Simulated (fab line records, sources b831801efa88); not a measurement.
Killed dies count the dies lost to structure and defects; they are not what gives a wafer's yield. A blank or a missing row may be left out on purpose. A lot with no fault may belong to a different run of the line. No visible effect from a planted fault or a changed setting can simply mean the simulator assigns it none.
fab line records ; flow sky130
record lots=13; wafers=39; last_day=50
route steps=708 shown VIA2@510 VIA3@586 METAL4@599 CAP2M@603 PAD_OPEN@708
lots that met no fault: from a run of the same line without faults
start_h: start of the lot's first displayed wafer, in hours after the record's first day ; wait_h: hours from the lot's prior step to this one ; " unchanged from the row above ; L1.1+2: one row covering several wafers at once ; - no value, or no start given ; * or withheld: withheld ; < > ~ a bound
route shown NAME@n: NAME is a module with steps in the file, n the number in the route of the first one ; usual: the fault-free wafers' mean and standard deviation ; same: alike in all rows ; chamber/n: place in a boat ; sites: per-site readings ; _std_site: the values' standard deviation ; _edge_site: outer sites' mean less inner sites' ; radius_mm: how far each site lies from the wafer's centre ; mask NAME#n: copy n ; behind: the tool/chamber that last shaped the wafer ; hold: why the lot was held/for how many hours/how that ended ; device: whichever transistor did not switch (one of n, p or np) ; end of line: tests of these same wafers at the route's end ; a step with no rows: only its recipe ; killed: count of dies lost to structure and defects at first sort (not the wafer's yield) ; map: the dies of a wafer, with x for killed, . for not killed, _ for no die there
set.NAME: the setting as run; set.NAME@STEP: as run at that earlier step ; model.NAME: the simulator's own value behind a step, which no gauge read
route steps across a sampled set of lots; one table per step, one row per wafer
services: when a tool's chamber went out of use (start_h, in hours from the record's first day, below 0 if earlier), for how many hours, and the reason
## steps
# step SKY_VIA2_BOW_MEAS_03
# recipe mode=bow
# usual VIA2_BOW=86/6.7
lot.wafer;tool;chamber;start_h;wait_h;VIA2_BOW[um]
L106.1;film_metro-04;-;835.17;0.1;90
L106.4;film_metro-04;-;835.17;0.1;89
L106.5;film_metro-04;-;835.17;0.1;93
L105.3;film_metro-04;-;837.46;0.3;78
L105.4;film_metro-04;-;837.46;0.3;81
L105.6;film_metro-04;-;837.46;0.3;86
L108.2;film_metro-03;-;843.90;0.3;78
L108.3;film_metro-03;-;843.90;0.3;87
L108.6;film_metro-03;-;843.90;0.3;96
L110.1;film_metro-04;-;858.78;0.2;82
L110.3;film_metro-04;-;858.78;0.2;83
L110.5;film_metro-04;-;858.78;0.2;92
L111.2;film_metro-04;-;871.53;0.1;87
L111.5;film_metro-04;-;871.53;0.1;87
L111.6;film_metro-04;-;871.53;0.1;80
L112.1;film_metro-03;-;881.88;0.1;90
L112.2;film_metro-03;-;881.88;0.1;87
L112.5;film_metro-03;-;881.88;0.1;92
L113.4;film_metro-01;-;891.61;0.3;79
L113.5;film_metro-01;-;891.61;0.3;96
L113.6;film_metro-01;-;891.61;0.3;80
L115.1;film_metro-04;-;903.44;0.1;74
L115.2;film_metro-04;-;903.44;0.1;78
L115.6;film_metro-04;-;903.44;0.1;83
L114.1;film_metro-01;-;909.91;0.1;91
L114.3;film_metro-01;-;909.91;0.1;97
L114.5;film_metro-01;-;909.91;0.1;91
L120.2;film_metro-01;-;935.07;0.1;82
L120.3;film_metro-01;-;935.07;0.1;92
L120.6;film_metro-01;-;935.07;0.1;83
L122.1;film_metro-01;-;949.17;0.1;98
L122.5;film_metro-01;-;949.17;0.1;90
L122.6;film_metro-01;-;949.17;0.1;91
L127.1;film_metro-04;-;983.10;0.2;83
L127.3;film_metro-04;-;983.10;0.2;89
L127.4;film_metro-04;-;983.10;0.2;92
L128.1;film_metro-01;-;987.21;0.2;82
L128.2;film_metro-01;-;987.21;0.2;87
L128.4;film_metro-01;-;987.21;0.2;75
# step SKY_VIA3_OVL_MEAS_13
# usual VIA3_OVL=-1/5.6
lot.wafer;tool;chamber;start_h;wait_h;VIA3_OVL[nm]
L106.1;overlay-02;-;938.66;0.1;-5
L106.4;overlay-02;-;938.66;0.1;-8
L106.5;overlay-02;-;938.66;0.1;-4
L105.3;overlay-01;-;940.71;0.1;4
L105.4;overlay-01;-;940.71;0.1;7
L105.6;overlay-01;-;940.71;0.1;10
L108.2;overlay-01;-;945.51;0.1;2
L108.3;overlay-01;-;945.51;0.1;-3
L108.6;overlay-01;-;945.51;0.1;2
L110.1;overlay-02;-;961.44;0.1;-1
L110.3;overlay-02;-;961.44;0.1;-7
L110.5;overlay-02;-;961.44;0.1;-10
L111.2;overlay-02;-;971.87;0.1;-6
L111.5;overlay-02;-;971.87;0.1;-6
L111.6;overlay-02;-;971.87;0.1;0
L112.1;overlay-02;-;982.15;0.1;-5
L112.2;overlay-02;-;982.15;0.1;3
L112.5;overlay-02;-;982.15;0.1;3
L113.4;overlay-01;-;993.05;0.1;2
L113.5;overlay-01;-;993.05;0.1;9
L113.6;overlay-01;-;993.05;0.1;3
L115.1;overlay-02;-;1001.05;0.1;12
L115.2;overlay-02;-;1001.05;0.1;7
L115.6;overlay-02;-;1001.05;0.1;13
L114.1;overlay-02;-;1006.36;0.1;4
L114.3;overlay-02;-;1006.36;0.1;6
L114.5;overlay-02;-;1006.36;0.1;-4
L120.2;overlay-01;-;1029.99;0.1;-2
L120.3;overlay-01;-;1029.99;0.1;-1
L120.6;overlay-01;-;1029.99;0.1;-1
L122.1;overlay-02;-;1048.74;0.1;-10
L122.5;overlay-02;-;1048.74;0.1;-7
L122.6;overlay-02;-;1048.74;0.1;-1
L127.1;overlay-02;-;1076.56;0.1;-1
L127.3;overlay-02;-;1076.56;0.1;-5
L127.4;overlay-02;-;1076.56;0.1;-2
L128.1;overlay-02;-;1080.29;0.1;7
L128.2;overlay-02;-;1080.29;0.1;-1
L128.4;overlay-02;-;1080.29;0.1;2
# step SKY_METAL4_SPUTTER_01
# recipe material=TiN; target_thk_nm=20; power_w=6500; time_s=16.7; chamber_pressure_pa=0.4
# usual throttle_valve_pct=29.6/1.7
lot.wafer;tool;chamber;start_h;wait_h;throttle_valve_pct
L106.1;pvd_sputter-04;-;940.08;0.0;33.1
L106.4;pvd_sputter-04;-;940.08;0.0;31.5
L106.5;pvd_sputter-04;-;940.08;0.0;33.2
L105.3;pvd_sputter-01;-;942.12;0.0;29.8
L105.4;pvd_sputter-01;-;942.12;0.0;29.1
L105.6;pvd_sputter-01;-;942.12;0.0;28.3
L108.2;pvd_sputter-04;-;946.92;0.0;28.9
L108.3;pvd_sputter-04;-;946.92;0.0;31.2
L108.6;pvd_sputter-04;-;946.92;0.0;31.5
L110.1;pvd_sputter-02;-;962.86;0.0;29.1
L110.3;pvd_sputter-02;-;962.86;0.0;30.5
L110.5;pvd_sputter-02;-;962.86;0.0;29.3
L111.2;pvd_sputter-01;-;973.75;0.0;29.6
L111.5;pvd_sputter-01;-;973.75;0.0;28.0
L111.6;pvd_sputter-01;-;973.75;0.0;28.5
L112.1;pvd_sputter-02;-;983.57;0.0;26.9
L112.2;pvd_sputter-02;-;983.57;0.0;31.4
L112.5;pvd_sputter-02;-;983.57;0.0;30.6
L113.4;pvd_sputter-04;-;995.12;0.0;33.4
L113.5;pvd_sputter-04;-;995.12;0.0;30.8
L113.6;pvd_sputter-04;-;995.12;0.0;29.2
L115.1;pvd_sputter-02;-;1002.47;0.0;26.8
L115.2;pvd_sputter-02;-;1002.47;0.0;30.2
L115.6;pvd_sputter-02;-;1002.47;0.0;29.3
L114.1;pvd_sputter-02;-;1007.84;0.0;30.5
L114.3;pvd_sputter-02;-;1007.84;0.0;31.5
L114.5;pvd_sputter-02;-;1007.84;0.0;31.3
L120.2;pvd_sputter-04;-;1031.40;0.0;31.2
L120.3;pvd_sputter-04;-;1031.40;0.0;33.1
L120.6;pvd_sputter-04;-;1031.40;0.0;29.1
L122.1;pvd_sputter-02;-;1050.23;0.0;29.2
L122.5;pvd_sputter-02;-;1050.23;0.0;29.3
L122.6;pvd_sputter-02;-;1050.23;0.0;26.6
L127.1;pvd_sputter-02;-;1078.19;0.0;29.5
L127.3;pvd_sputter-02;-;1078.19;0.0;27.2
L127.4;pvd_sputter-02;-;1078.19;0.0;30.6
L128.1;pvd_sputter-04;-;1081.80;0.0;30.7
L128.2;pvd_sputter-04;-;1081.80;0.0;29.3
L128.4;pvd_sputter-04;-;1081.80;0.0;29.1
# step SKY_CAP2M_CVD_00
# recipe material=SiO2; target_thk_nm=15.5; temp_c=400; time_s=withheld; rf_w=450
# usual heater_power_w=730/110
lot.wafer;tool;chamber;start_h;wait_h;heater_power_w
L106.1;pecvd-01;0;940.21;0.0;798
L106.4;pecvd-01;1;940.21;0.0;686
L106.5;pecvd-01;2;940.21;0.0;676
L105.3;pecvd-01;2;942.26;0.0;804
L105.4;pecvd-01;0;942.26;0.0;743
L105.6;pecvd-01;1;942.26;0.0;612
L108.2;pecvd-02;2;947.05;0.0;680
L108.3;pecvd-02;1;947.05;0.0;914
L108.6;pecvd-02;0;947.05;0.0;655
L110.1;pecvd-01;0;962.99;0.0;888
L110.3;pecvd-01;1;962.99;0.0;686
L110.5;pecvd-01;1;962.99;0.0;696
L111.2;pecvd-01;0;973.88;0.0;802
L111.5;pecvd-01;2;973.88;0.0;705
L111.6;pecvd-01;1;973.88;0.0;671
L112.1;pecvd-01;2;983.70;0.0;754
L112.2;pecvd-01;0;983.70;0.0;886
L112.5;pecvd-01;1;983.70;0.0;641
L113.4;pecvd-02;1;995.26;0.0;1050
L113.5;pecvd-02;0;995.26;0.0;586
L113.6;pecvd-02;2;995.26;0.0;800
L115.1;pecvd-01;2;1002.60;0.0;747
L115.2;pecvd-01;0;1002.60;0.0;742
L115.6;pecvd-01;2;1002.60;0.0;773
L114.1;pecvd-01;0;1007.97;0.0;866
L114.3;pecvd-01;0;1007.97;0.0;876
L114.5;pecvd-01;2;1007.97;0.0;790
L120.2;pecvd-03;0;1031.54;0.0;644
L120.3;pecvd-03;2;1031.54;0.0;626
L120.6;pecvd-03;1;1031.54;0.0;637
L122.1;pecvd-02;1;1050.36;0.0;1066
L122.5;pecvd-02;0;1050.36;0.0;660
L122.6;pecvd-02;2;1050.36;0.0;695
L127.1;pecvd-03;1;1078.33;0.0;668
L127.3;pecvd-03;0;1078.33;0.0;626
L127.4;pecvd-03;0;1078.33;0.0;618
L128.1;pecvd-02;2;1081.93;0.0;824
L128.2;pecvd-02;0;1081.93;0.0;724
L128.4;pecvd-02;1;1081.93;0.0;885
# step SKY_PAD_OPEN_PROBE_99
# usual defect_limited_yield=82.5/1.9; killed_at_M0_to_M3=43/7.2; killed_at_M4_up=3.1/1.8; killed_at_contacts=24/5.4; killed_at_front_end=15/4.4; killed_at_other=0.4/0.56; killed_dies=86/9.3; killed_open=47/6.9; killed_short=39/6.6; sort_bin_3_pad_short=0.9/0.43; sort_bin_5_function=10.4/1.5; sort_bin_6_memory=6.2/1.1; sort_n_pass=406/9.3; sort_yield_pct=82.5/1.9
# same gross_dies=492; killed_at_back_side=0; sort_bin_4_leakage[%]=0; sort_bin_8_speed[%]=0
lot.wafer;tool;chamber;start_h;wait_h;hold;defect_limited_yield[%];killed_at_M0_to_M3;killed_at_M4_up;killed_at_contacts;killed_at_front_end;killed_at_other;killed_dies;killed_open;killed_short;sort_bin_3_pad_short[%];sort_bin_5_function[%];sort_bin_6_memory[%];sort_n_pass;sort_yield_pct[%]
L108.2;prober-02;-;1093.60;0.1;-;83.3;42;3;23;14;0;82;40;42;0.2;10.2;6.3;410;83.3
L108.3;prober-02;-;1093.65;0.2;-;83.9;42;4;20;13;0;79;36;43;0.6;10.6;4.9;413;83.9
L108.6;prober-02;-;1093.80;0.2;-;82.1;44;5;19;19;1;88;47;41;1.2;11.0;5.7;404;82.1
L110.1;prober-02;-;1104.11;0.1;-;82.9;39;4;26;14;1;84;43;41;0.2;11.4;5.5;408;82.9
L110.3;prober-02;-;1104.21;0.2;-;85.0;50;0;11;13;0;74;40;34;1.2;7.9;5.9;418;85.0
L110.5;prober-02;-;1104.31;0.2;-;82.3;39;1;24;22;1;87;45;42;1.0;9.8;6.9;405;82.3
L115.1;prober-02;-;1138.69;0.1;await_dispo/5.4h/release;70.9;44;2;19;14;64;143;41;38;4.1;19.7;5.3;349;70.9
L115.2;prober-02;-;1138.74;0.1;await_dispo/5.4h/release;82.1;43;2;30;13;0;88;52;36;0.8;9.8;7.3;404;82.1
L115.6;prober-02;-;1138.94;0.2;await_dispo/5.4h/release;71.3;39;3;23;12;64;141;48;29;4.9;16.9;6.9;351;71.3
L114.1;prober-01;-;1142.17;0.1;await_dispo/2.2h/release;85.2;34;1;22;15;1;73;46;27;0.8;9.3;4.7;419;85.2
L114.3;prober-01;-;1142.27;0.2;await_dispo/2.2h/release;78.7;50;1;39;15;0;105;59;45;1.2;13.2;6.9;387;78.7
L114.5;prober-01;-;1142.37;0.2;await_dispo/2.2h/release;67.9;41;6;37;7;67;158;54;37;4.3;21.1;6.7;334;67.9
L120.2;prober-02;-;1163.50;0.1;-;85.0;38;5;19;11;1;74;30;44;1.2;8.9;4.9;418;85.0
L120.3;prober-02;-;1163.55;0.2;-;81.9;39;4;33;13;0;89;47;42;0.8;10.2;7.1;403;81.9
L120.6;prober-02;-;1163.70;0.2;-;82.9;51;3;18;12;0;84;49;35;0;10.6;6.5;408;82.9
L122.1;prober-02;-;1179.65;0.1;-;79.5;46;4;28;23;0;101;55;46;0.2;13.4;6.9;391;79.5
L122.5;prober-02;-;1179.85;0.2;-;82.3;46;3;27;11;0;87;52;35;1.0;9.6;7.1;405;82.3
L122.6;prober-02;-;1179.90;0.2;-;84.3;30;3;25;19;0;77;32;43;0.8;8.9;5.9;415;84.3
L128.1;prober-02;-;1201.16;0.1;-;81.7;37;5;28;20;0;90;46;44;1.2;11.6;5.5;402;81.7
L128.2;prober-02;-;1201.21;0.1;-;79.9;49;2;37;11;0;99;51;48;1.2;12.0;6.9;393;79.9
L128.4;prober-02;-;1201.31;0.2;-;84.3;43;1;23;10;0;77;42;35;0.6;7.5;7.5;415;84.3
# killed by level:class
L108.2 CONTACT:geometric_particle:open=8 VIA2:geometric_particle:open=8 CONTACT:geometric_particle:short=7 VIA1:geometric_particle:open=7 VIA2:geometric_particle:short=5 METAL3:geometric_particle:short=5 POLY_GATE:geometric_particle:short=4 LI_CONTACT:geometric_particle:short=4
L108.3 VIA1:geometric_particle:open=9 CONTACT:geometric_particle:open=7 METAL3:geometric_particle:short=6 VIA2:geometric_particle:open=5 CONTACT:geometric_particle:short=5 METAL2:geometric_particle:short=5 POLY_GATE:geometric_particle:short=4 VIA1:geometric_particle:short=4
L108.6 CONTACT:geometric_particle:open=9 VIA1:geometric_particle:open=8 LI_CONTACT:geometric_particle:open=6 VIA3:geometric_particle:open=6 VIA1:geometric_particle:short=5 VIA2:geometric_particle:short=5 VIA2:geometric_particle:open=5 POLY_GATE:geometric_particle:open=4
L110.1 LOCAL_INTERCONNECT:geometric_particle:short=7 CONTACT:geometric_particle:open=7 VIA2:geometric_particle:open=7 VIA1:geometric_particle:open=7 LI_CONTACT:geometric_particle:open=6 VIA3:geometric_particle:open=5 CONTACT:geometric_particle:short=4 VIA1:geometric_particle:short=4
L110.3 VIA1:geometric_particle:open=9 METAL1:geometric_particle:short=9 VIA2:geometric_particle:open=7 VIA3:geometric_particle:open=5 POLY_GATE:geometric_particle:short=4 VIA1:geometric_particle:short=4 METAL1:geometric_particle:open=4 POLY_GATE:geometric_particle:open=3
L110.5 VIA1:geometric_particle:open=10 CONTACT:geometric_particle:open=8 VIA3:geometric_particle:open=7 POLY_GATE:geometric_particle:short=6 LI_CONTACT:geometric_particle:open=6 FIELD_ISO:geometric_particle:short=5 METAL2:geometric_particle:short=5 FIELD_ISO:geometric_particle:open=4
L115.1 CAP2M:unspecified=64 VIA1:geometric_particle:open=11 METAL1:geometric_particle:short=8 CONTACT:geometric_particle:open=6 FIELD_ISO:geometric_particle:short=5 LI_CONTACT:geometric_particle:open=5 CONTACT:geometric_particle:short=4 METAL2:geometric_particle:short=4
L115.2 VIA1:geometric_particle:open=14 LI_CONTACT:geometric_particle:open=13 CONTACT:geometric_particle:open=6 VIA1:geometric_particle:short=6 LOCAL_INTERCONNECT:geometric_particle:short=5 CONTACT:geometric_particle:short=5 METAL1:geometric_particle:short=4 METAL1:geometric_particle:open=4
L115.6 CAP2M:unspecified=64 VIA1:geometric_particle:open=9 LI_CONTACT:geometric_particle:open=8 CONTACT:geometric_particle:open=8 VIA2:geometric_particle:open=7 METAL1:geometric_particle:short=6 FIELD_ISO:geometric_particle:short=4 METAL2:geometric_particle:short=4
L114.1 CONTACT:geometric_particle:open=9 VIA1:geometric_particle:open=8 LI_CONTACT:geometric_particle:open=7 VIA3:geometric_particle:open=6 METAL1:geometric_particle:short=5 FIELD_ISO:geometric_particle:open=4 POLY_CUT:geometric_particle:open=4 METAL2:geometric_particle:short=3
L114.3 LI_CONTACT:geometric_particle:open=12 CONTACT:geometric_particle:open=12 VIA1:geometric_particle:short=9 METAL2:geometric_particle:short=8 VIA2:geometric_particle:open=8 VIA3:geometric_particle:open=8 VIA1:geometric_particle:open=7 POLY_GATE:geometric_particle:open=5
L114.5 CAP2M:unspecified=67 CONTACT:geometric_particle:open=17 VIA1:geometric_particle:open=11 LI_CONTACT:geometric_particle:open=8 CONTACT:geometric_particle:short=7 VIA3:geometric_particle:open=6 METAL2:geometric_particle:short=4 VIA2:geometric_particle:short=4
L120.2 METAL1:geometric_particle:short=9 FIELD_ISO:geometric_particle:short=6 VIA3:geometric_particle:open=6 CONTACT:geometric_particle:open=6 VIA1:geometric_particle:open=5 LI_CONTACT:geometric_particle:open=4 CONTACT:geometric_particle:short=4 VIA1:geometric_particle:short=4
L120.3 CONTACT:geometric_particle:open=11 VIA1:geometric_particle:open=8 CONTACT:geometric_particle:short=7 METAL2:geometric_particle:short=6 VIA3:geometric_particle:open=6 LI_CONTACT:geometric_particle:open=5 POLY_GATE:geometric_particle:short=5 LOCAL_INTERCONNECT:geometric_particle:short=5
L120.6 VIA1:geometric_particle:open=11 VIA3:geometric_particle:open=9 VIA2:geometric_particle:open=8 CONTACT:geometric_particle:open=6 FIELD_ISO:geometric_particle:open=5 LOCAL_INTERCONNECT:geometric_particle:short=5 VIA1:geometric_particle:short=5 METAL3:geometric_particle:short=4
L122.1 CONTACT:geometric_particle:open=13 VIA1:geometric_particle:open=9 VIA2:geometric_particle:open=8 FIELD_ISO:geometric_particle:short=7 LI_CONTACT:geometric_particle:open=7 METAL1:geometric_particle:short=6 VIA1:geometric_particle:short=6 POLY_GATE:geometric_particle:short=5
L122.5 CONTACT:geometric_particle:open=12 VIA1:geometric_particle:open=12 VIA1:geometric_particle:short=7 METAL2:geometric_particle:short=7 LI_CONTACT:geometric_particle:open=6 VIA2:geometric_particle:open=6 POLY_GATE:geometric_particle:open=5 LI_CONTACT:geometric_particle:short=4
L122.6 CONTACT:geometric_particle:open=6 FIELD_ISO:geometric_particle:short=5 LI_CONTACT:geometric_particle:short=5 LI_CONTACT:geometric_particle:open=5 LOCAL_INTERCONNECT:geometric_particle:short=5 METAL1:geometric_particle:short=5 VIA1:geometric_particle:open=5 POLY_GATE:geometric_particle:short=4
L128.1 CONTACT:geometric_particle:open=10 LI_CONTACT:geometric_particle:open=8 VIA1:geometric_particle:open=8 CONTACT:geometric_particle:short=6 METAL3:geometric_particle:short=5 FIELD_ISO:geometric_particle:short=4 METAL1:geometric_particle:short=4 METAL2:geometric_particle:short=4
L128.2 VIA1:geometric_particle:open=13 CONTACT:geometric_particle:open=12 CONTACT:geometric_particle:short=8 VIA1:geometric_particle:short=8 LI_CONTACT:geometric_particle:open=7 LOCAL_INTERCONNECT:geometric_particle:short=5 METAL1:geometric_particle:short=5 VIA2:geometric_particle:open=5
L128.4 CONTACT:geometric_particle:open=11 VIA2:geometric_particle:open=9 VIA1:geometric_particle:short=9 VIA1:geometric_particle:open=7 METAL1:geometric_particle:short=5 METAL2:geometric_particle:short=5 VIA3:geometric_particle:open=5 FIELD_ISO:geometric_particle:short=4
## services
tool;chamber;start_h;hours;kind
pecvd-01;-;917.55;2.5;repair
pecvd-01;1;926.68;7.2;repair
pvd_sputter-02;1;937.88;-;consumable_replace:kit
pvd_sputter-02;1;937.88;18.0;scheduled_down
pvd_sputter-02;1;937.88;18.0;vent_cycle
pecvd-03;2;996.31;5.5;scheduled_down
pecvd-01;1;999.38;-;clean
pecvd-01;1;999.38;-;consumable_replace:showerhead
pecvd-01;1;999.38;29.0;scheduled_down
pecvd-01;1;999.38;29.0;vent_cycle
pecvd-03;0;1001.77;2.1;scheduled_down
pecvd-03;1;1007.82;5.2;repair
pecvd-02;0;1008.02;7.3;repair
pecvd-02;-;1008.61;6.0;pm
pecvd-01;0;1028.08;11.4;repair
pecvd-03;-;1038.74;2.8;pm
pecvd-01;0;1039.50;2.1;scheduled_down
pecvd-03;-;1054.02;4.3;pm
pecvd-03;-;1060.22;3.1;repair
pecvd-02;2;1071.86;2.1;scheduled_down
pvd_sputter-04;3;1079.79;-;consumable_replace:kit
pvd_sputter-04;3;1079.79;18.0;scheduled_down
pvd_sputter-04;3;1079.79;18.0;vent_cycle
pvd_sputter-01;-;1081.02;11.1;repair
## key
first_sign step=SKY_PAD_OPEN_PROBE_99; reading=killed_at_other; direction=up; sigmas=65; usual=0.4; struck=65
effect step=SKY_PAD_OPEN_PROBE_99; reading=sort_bin_3_pad_short; direction=up; sigmas=8.2; usual=0.9; struck=4.4
met_at SKY_CAP2M_CVD_00
struck_lots L114,L115
struck_wafers L114.5,L115.1,L115.6
not_acting_at SKY_VIA2_BOW_MEAS_03,SKY_VIA3_OVL_MEAS_13,SKY_METAL4_SPUTTER_01
onset_between 983.70 1002.60
fault kind=chamber_particle_source; tool=pecvd-01; chamber=2; onset_h=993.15; steps=SKY_CAP2M_CVD_00; rate_per_visit_cm2=1.4772; end_h=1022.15
